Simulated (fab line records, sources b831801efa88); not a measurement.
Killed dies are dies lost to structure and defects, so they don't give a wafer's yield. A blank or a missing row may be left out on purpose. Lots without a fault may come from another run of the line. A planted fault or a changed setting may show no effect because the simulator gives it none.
One fault seen from 2 desks | flow sky130 | each desk has only its own numbers; what lay behind them comes last

THE METROLOGY DESK
What the gauges read, lot by lot, whatever tool the lot ran on: means of the sampled wafers that have a number. A lot is out of limits, marked OUT, if its mean lies more than 4 standard deviations from the usual mean; the brackets give that distance.
Columns: A = VIA2_BOW at SKY_VIA2_BOW_MEAS_03, usual 84 um
lot  | first seen here | A
L761 | day 35 12:17    | 86
L762 | day 35 15:57    | 82
L766 | day 36 18:06    | 81
L767 | day 37 13:11    | 84
L775 | day 39 15:14    | 89
L777 | day 40 11:25    | 79
L779 | day 40 19:44    | 84
L780 | day 40 22:19    | 82
L782 | day 41 14:57    | 89
This desk's finding: nothing out of limits on any of the 9 lots.

THE TOOL OWNER'S DESK: rie_metal-03
The tool's own readings at SKY_CAPM_METAL_ETCH_13 (etches TiN in Cl2/BCl3, stops on SiO2, target depth 220 nm, time 62.9 s): means of the sampled wafers that have a number, for each lot that ran on this tool. A lot is out of limits, marked OUT, if its mean lies more than 4 standard deviations from the usual mean; the brackets give that distance.
Columns: A = bias_w at SKY_CAPM_METAL_ETCH_13, usual 48.48 W; B = drypump_motor_current_A at SKY_CAPM_METAL_ETCH_13, usual 5.79 A; C = mfc_cl2_sccm at SKY_CAPM_METAL_ETCH_13, usual 59.98 sccm; D = oes_product_au at SKY_CAPM_METAL_ETCH_13, usual 0.942 a.u.; E = run_length_s at SKY_CAPM_METAL_ETCH_13, usual 90.9 s; F = throttle_valve_pct at SKY_CAPM_METAL_ETCH_13, usual 21.900 %
lot  | first seen here | A     | B    | C     | D                | E              | F
L762 | day 37 21:09    | 48.54 | 5.69 | 60.03 | 0.942            | 91.1           | 21.905
L766 | day 38 22:42    | 48.51 | 5.71 | 60.12 | 0.934            | 91.2           | 21.901
L775 | day 41 17:16    | 48.49 | 5.73 | 60.08 | 0.886 (-7.0) OUT | 97.5 (+18) OUT | 21.930
L777 | day 42 13:20    | 48.56 | 5.73 | 59.81 | 0.888 (-6.6) OUT | 97.6 (+18) OUT | 21.932
This desk's finding: out of limits on L775, L777; first on L775, day 41 17:16 (oes_product_au at SKY_CAPM_METAL_ETCH_13). In limits: L762, L766.

PUT TOGETHER
The tool owner's desk could have raised an alarm at day 41 17:16, on L775, L777.
The metrology desk saw nothing out of limits.
The metrology desk has L775, L777 on record, within its limits.
Of the lots named, all ran SKY_CAPM_METAL_ETCH_13 on rie_metal-03.

WHAT THE SIMULATOR HAD PUT IN
Process parameter drift: rie_metal-03, from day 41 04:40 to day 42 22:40, at SKY_CAPM_METAL_ETCH_13. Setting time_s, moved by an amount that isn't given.
Lots struck among those shown: L775, L777.
Hours from the fault's start to each desk's first reading out of limits: the tool owner's desk, 13.
